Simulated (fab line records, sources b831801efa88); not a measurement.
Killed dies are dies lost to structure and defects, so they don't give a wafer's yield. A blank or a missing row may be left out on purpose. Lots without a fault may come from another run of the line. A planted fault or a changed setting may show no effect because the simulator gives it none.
Which tool did it? | flow sky130 | 24 lots, 72 wafers sampled, at 6 steps of a route of 708

WHAT THE GAUGES READ, wafer by wafer
SKY_METAL1_THK_MEAS_06: measures by xrf.
lot  | measured     | on            | METAL1_ALCU_THK (nm)
L074 | day 32 07:20 | film_metro-01 | 254 252 249
L075 | day 32 07:55 | film_metro-01 | 257 257 253
L076 | day 32 12:20 | film_metro-01 | 260 257 261
L078 | day 33 08:46 | film_metro-04 | 255 258 255
L077 | day 33 10:32 | film_metro-02 | 250 255 253
L080 | day 33 17:34 | film_metro-02 | 251 253 256
L079 | day 33 19:19 | film_metro-04 | 254 253 257
L081 | day 34 03:05 | film_metro-04 | 264 267 261
L082 | day 34 04:31 | film_metro-04 | 255 253 254
L083 | day 34 17:28 | film_metro-04 | 260 260 261
L084 | day 34 21:10 | film_metro-04 | 265 261 259
L085 | day 35 07:14 | film_metro-01 | 251 253 255
L087 | day 35 14:43 | film_metro-02 | 257 254 259
L086 | day 35 15:31 | film_metro-04 | 267 261 262
L088 | day 35 17:41 | film_metro-01 | 258 256 254
L089 | day 35 22:38 | film_metro-01 | 254 257 252
L090 | day 36 10:52 | film_metro-01 | 251 257 258
L091 | day 37 09:03 | film_metro-02 | 256 256 255
L092 | day 37 10:44 | film_metro-02 | 255 262 260
L093 | day 37 19:04 | film_metro-04 | 265 260 261
L094 | day 37 19:50 | film_metro-02 | 248 255 253
L095 | day 38 12:17 | film_metro-04 | 254 259 259
L096 | day 38 13:53 | film_metro-01 | 258 257 257
L097 | day 38 15:54 | film_metro-01 | 255 253 251

SKY_METAL1_OVL_MEAS_16.
lot  | measured     | on         | METAL1_OVL (nm)
L074 | day 33 09:49 | overlay-01 | -7 2 0
L075 | day 33 10:28 | overlay-01 | 1 2 10
L076 | day 33 14:13 | overlay-01 | 5 -12 5
L078 | day 34 11:46 | overlay-02 | 2 0 3
L077 | day 34 12:55 | overlay-02 | 8 -6 3
L080 | day 34 20:39 | overlay-02 | 12 4 9
L079 | day 34 22:18 | overlay-01 | 2 6 11
L081 | day 35 05:55 | overlay-01 | 2 0 -7
L082 | day 35 06:58 | overlay-02 | 13 5 2
L083 | day 35 20:10 | overlay-01 | -2 5 -3
L084 | day 35 23:38 | overlay-02 | -2 2 -1
L085 | day 36 08:45 | overlay-02 | 14 7 12
L087 | day 36 16:01 | overlay-01 | 3 4 10
L086 | day 36 17:31 | overlay-02 | 6 4 -1
L088 | day 36 19:31 | overlay-02 | 3 2 3
L089 | day 37 01:33 | overlay-02 | -4 13 4
L090 | day 37 12:49 | overlay-01 | -2 -4 -7
L091 | day 38 10:58 | overlay-02 | 4 4 -4
L092 | day 38 11:58 | overlay-02 | 9 11 11
L093 | day 38 20:35 | overlay-02 | -1 0 5
L094 | day 38 21:51 | overlay-02 | -4 -3 0
L095 | day 39 12:37 | overlay-02 | 7 9 11
L096 | day 39 15:03 | overlay-01 | -2 5 5
L097 | day 39 16:15 | overlay-01 | -3 -10 -4

SKY_METAL3_OVL_MEAS_14.
lot  | measured     | on         | METAL3_OVL (nm)
L074 | day 39 02:59 | overlay-01 | -21 -12 -13
L075 | day 39 03:55 | overlay-02 | -6 -3 3
L076 | day 39 04:38 | overlay-02 | 10 8 10
L078 | day 40 01:37 | overlay-02 | 6 13 2
L077 | day 40 03:00 | overlay-02 | 0 -4 -12
L080 | day 40 10:33 | overlay-02 | 9 0 -3
L079 | day 40 11:33 | overlay-02 | -2 -3 -8
L081 | day 40 17:29 | overlay-02 | -3 4 1
L082 | day 40 20:43 | overlay-02 | 7 17 0
L083 | day 41 07:22 | overlay-02 | 0 -4 5
L084 | day 41 11:10 | overlay-01 | 7 5 2
L085 | day 41 19:22 | overlay-01 | 0 12 5
L087 | day 42 02:23 | overlay-02 | 1 11 3
L086 | day 42 04:46 | overlay-02 | 4 2 14
L088 | day 42 05:30 | overlay-02 | -4 -8 -3
L089 | day 42 10:58 | overlay-02 | 4 -5 1
L090 | day 42 21:51 | overlay-02 | 9 -3 -3
L091 | day 43 17:34 | overlay-02 | 0 1 2
L092 | day 43 19:16 | overlay-01 | 1 1 0
L093 | day 44 02:13 | overlay-01 | -3 1 1
L094 | day 44 02:54 | overlay-01 | 2 -6 8
L095 | day 44 15:36 | overlay-02 | -3 -1 3
L096 | day 44 21:02 | overlay-01 | -1 10 1
L097 | day 44 21:22 | overlay-02 | 3 5 2

WHICH TOOL RAN EACH LOT (tool, then ch and the chambers of the sampled wafers, then the start)
lot  | SKY_LI_CONTACT_CMP_02         | SKY_VIA1_ETCH_15                   | SKY_VIA2_SPUTTER_20
L074 | cmp-02 ch 0,3, day 28 14:11   | rie_diel-04 ch 0,2,3, day 34 14:44 | pvd_sputter-03, day 36 22:08
L075 | cmp-02 ch 0,1,2, day 28 15:13 | rie_diel-03 ch 0,1,3, day 34 14:54 | pvd_sputter-03, day 36 23:08
L076 | cmp-02 ch 0,2,3, day 28 21:41 | rie_diel-04 ch 1,2,3, day 34 17:54 | pvd_sputter-04, day 37 00:49
L078 | cmp-02 ch 0,1, day 29 18:28   | rie_diel-04 ch 0,3, day 35 14:42   | pvd_sputter-02, day 37 22:39
L077 | cmp-01 ch 0,1,3, day 29 18:45 | rie_diel-04 ch 1,2, day 35 16:08   | pvd_sputter-03, day 37 23:33
L080 | cmp-02 ch 0,3, day 30 04:17   | rie_diel-02 ch 0,1, day 36 00:13   | pvd_sputter-04, day 38 07:24
L079 | cmp-01 ch 1,2, day 30 05:46   | rie_diel-02 ch 0,1,3, day 36 01:40 | pvd_sputter-02, day 38 08:39
L081 | cmp-01 ch 1,2, day 30 14:02   | rie_diel-02 ch 0,1,2, day 36 08:29 | pvd_sputter-02, day 38 15:38
L082 | cmp-02 ch 0,3, day 30 16:15   | rie_diel-02 ch 0,1, day 36 11:18   | pvd_sputter-02, day 38 18:59
L083 | cmp-02 ch 2,3, day 31 03:17   | rie_diel-04 ch 0,2,3, day 36 23:44 | pvd_sputter-03, day 39 05:42
L084 | cmp-02 ch 2,3, day 31 09:01   | rie_diel-02 ch 0,1,2, day 37 02:08 | pvd_sputter-04, day 39 08:35
L085 | cmp-01 ch 0,1, day 31 18:13   | rie_diel-02 ch 0,1, day 37 12:02   | pvd_sputter-02, day 39 17:49
L087 | cmp-01 ch 0,1,2, day 32 02:57 | rie_diel-04 ch 1,2,3, day 37 19:13 | pvd_sputter-04, day 40 01:26
L086 | cmp-01 ch 0,1,3, day 32 03:25 | rie_diel-02 ch 2,3, day 37 20:44   | pvd_sputter-04, day 40 03:18
L088 | cmp-01 ch 0,2,3, day 32 06:34 | rie_diel-02 ch 2,3, day 37 23:19   | pvd_sputter-04, day 40 04:26
L089 | cmp-01 ch 0,1,3, day 32 11:08 | rie_diel-02 ch 1,2, day 38 04:35   | pvd_sputter-04, day 40 10:09
L090 | cmp-02 ch 0,1,2, day 32 22:34 | rie_diel-02 ch 0,1,3, day 38 16:22 | pvd_sputter-04, day 40 21:05
L091 | cmp-01 ch 1,2,3, day 33 21:56 | rie_diel-02 ch 1,2, day 39 13:16   | pvd_sputter-02, day 41 18:09
L092 | cmp-01 ch 0,2,3, day 34 00:03 | rie_diel-03 ch 0,1,2, day 39 14:41 | pvd_sputter-04, day 41 19:29
L093 | cmp-01 ch 0,3, day 34 07:19   | rie_diel-03 ch 1,2,3, day 39 22:33 | pvd_sputter-02, day 42 02:24
L094 | cmp-02 ch 0,2,3, day 34 07:45 | rie_diel-02 ch 0,2,3, day 40 00:22 | pvd_sputter-04, day 42 04:11
L095 | cmp-02 ch 2,3, day 35 01:19   | rie_diel-04 ch 2,3, day 40 14:21   | pvd_sputter-02, day 42 17:27
L096 | cmp-02 ch 0,1,2, day 35 04:05 | rie_diel-03 ch 1,2, day 40 17:12   | pvd_sputter-02, day 42 22:38
L097 | cmp-02 ch 0,2,3, day 35 05:10 | rie_diel-02 ch 0,1, day 40 17:54   | pvd_sputter-04, day 42 22:51
- SKY_LI_CONTACT_CMP_02: polishes PSG.
- SKY_VIA1_ETCH_15: etches SiO2 in C4F8/O2/Ar, stops on TiN, target depth 351 nm, time 54 s.
- SKY_VIA2_SPUTTER_20: material TiN, target thk 20 nm, time 80 s.

WHAT THE TOOLS THEMSELVES READ (means of the sampled wafers that have a number; where no wafer has one, the mark that the record gives instead)
SKY_LI_CONTACT_CMP_02.
lot  | tool   | motor_current_A (A) | time_to_endpoint_s (s)
L074 | cmp-02 | 11.8                | 32
L075 | cmp-02 | 11.6                | 35
L076 | cmp-02 | 11.8                | 33
L078 | cmp-02 | 12.2                | 33
L077 | cmp-01 | 13.0                | 36
L080 | cmp-02 | 11.0                | 29
L079 | cmp-01 | 11.6                | 33
L081 | cmp-01 | 10.8                | 34
L082 | cmp-02 | 11.6                | 35
L083 | cmp-02 | 10.8                | 34
L084 | cmp-02 | 10.4                | 34
L085 | cmp-01 | 13.2                | 33
L087 | cmp-01 | 12.5                | 40
L086 | cmp-01 | 12.5                | 36
L088 | cmp-01 | 13.1                | 37
L089 | cmp-01 | 13.0                | 35
L090 | cmp-02 | 11.8                | 37
L091 | cmp-01 | 11.9                | 34
L092 | cmp-01 | 13.3                | 31
L093 | cmp-01 | 13.8                | 33
L094 | cmp-02 | 11.0                | 32
L095 | cmp-02 | 11.4                | 35
L096 | cmp-02 | 11.6                | 35
L097 | cmp-02 | 11.3                | 32

SKY_VIA1_ETCH_15.
lot  | tool        | oes_product_au (a.u.) | rf_fwd_power_W (W)
L074 | rie_diel-04 | 0.973                 | 1491
L075 | rie_diel-03 | 0.981                 | 1488
L076 | rie_diel-04 | 0.979                 | 1492
L078 | rie_diel-04 | 0.971                 | 1490
L077 | rie_diel-04 | 0.978                 | 1484
L080 | rie_diel-02 | 0.978                 | 1485
L079 | rie_diel-02 | 0.977                 | 1488
L081 | rie_diel-02 | 0.977                 | 1481
L082 | rie_diel-02 | 0.976                 | 1480
L083 | rie_diel-04 | 0.974                 | 1484
L084 | rie_diel-02 | 0.973                 | 1479
L085 | rie_diel-02 | 0.979                 | 1480
L087 | rie_diel-04 | 0.979                 | 1487
L086 | rie_diel-02 | 0.977                 | 1488
L088 | rie_diel-02 | 0.978                 | 1489
L089 | rie_diel-02 | 0.981                 | 1486
L090 | rie_diel-02 | 0.983                 | 1482
L091 | rie_diel-02 | 0.979                 | 1487
L092 | rie_diel-03 | 0.985                 | 1488
L093 | rie_diel-03 | 0.981                 | 1488
L094 | rie_diel-02 | 0.987                 | 1483
L095 | rie_diel-04 | 0.978                 | 1491
L096 | rie_diel-03 | 0.981                 | 1483
L097 | rie_diel-02 | 0.985                 | 1480

SKY_VIA2_SPUTTER_20.
lot  | tool           | throttle_valve_pct (%)
L074 | pvd_sputter-03 | 29.2
L075 | pvd_sputter-03 | 29.4
L076 | pvd_sputter-04 | 29.8
L078 | pvd_sputter-02 | 30.2
L077 | pvd_sputter-03 | 29.6
L080 | pvd_sputter-04 | 29.7
L079 | pvd_sputter-02 | 30.2
L081 | pvd_sputter-02 | 29.6
L082 | pvd_sputter-02 | 29.9
L083 | pvd_sputter-03 | 29.0
L084 | pvd_sputter-04 | 30.9
L085 | pvd_sputter-02 | 30.0
L087 | pvd_sputter-04 | 29.8
L086 | pvd_sputter-04 | 30.6
L088 | pvd_sputter-04 | 29.2
L089 | pvd_sputter-04 | 30.6
L090 | pvd_sputter-04 | 28.8
L091 | pvd_sputter-02 | 30.1
L092 | pvd_sputter-04 | 30.0
L093 | pvd_sputter-02 | 30.1
L094 | pvd_sputter-04 | 29.9
L095 | pvd_sputter-02 | 29.6
L096 | pvd_sputter-02 | 29.7
L097 | pvd_sputter-04 | 30.4

THE ANSWER, worked out from the rows above alone
Rule: what is usual is taken from the lots themselves. Put in order of their means at a reading, lots are off if they are a third of the lots or fewer, leave a main group of 4 or more, and stand apart from it by a gap of 3 or more times the standard deviation of the main group's means; of several such gaps the widest counts. A main group whose means are all the same, to the digits that the tables above print for the reading, isn't used. A lot without any number at a reading at which 4 lots or more have one is off too. The other lots that the step has rows for count as sound. The gauges are gone through in route order, then the tools' own readings, and for those a lot's mean is taken as printed above. The first step at which some lot is off is used, and at that step the reading that is off furthest; a lot without a number counts as furthest.
No lot is off at any reading shown: from this, nothing can be told.

WHAT THE SIMULATOR HAD PUT IN
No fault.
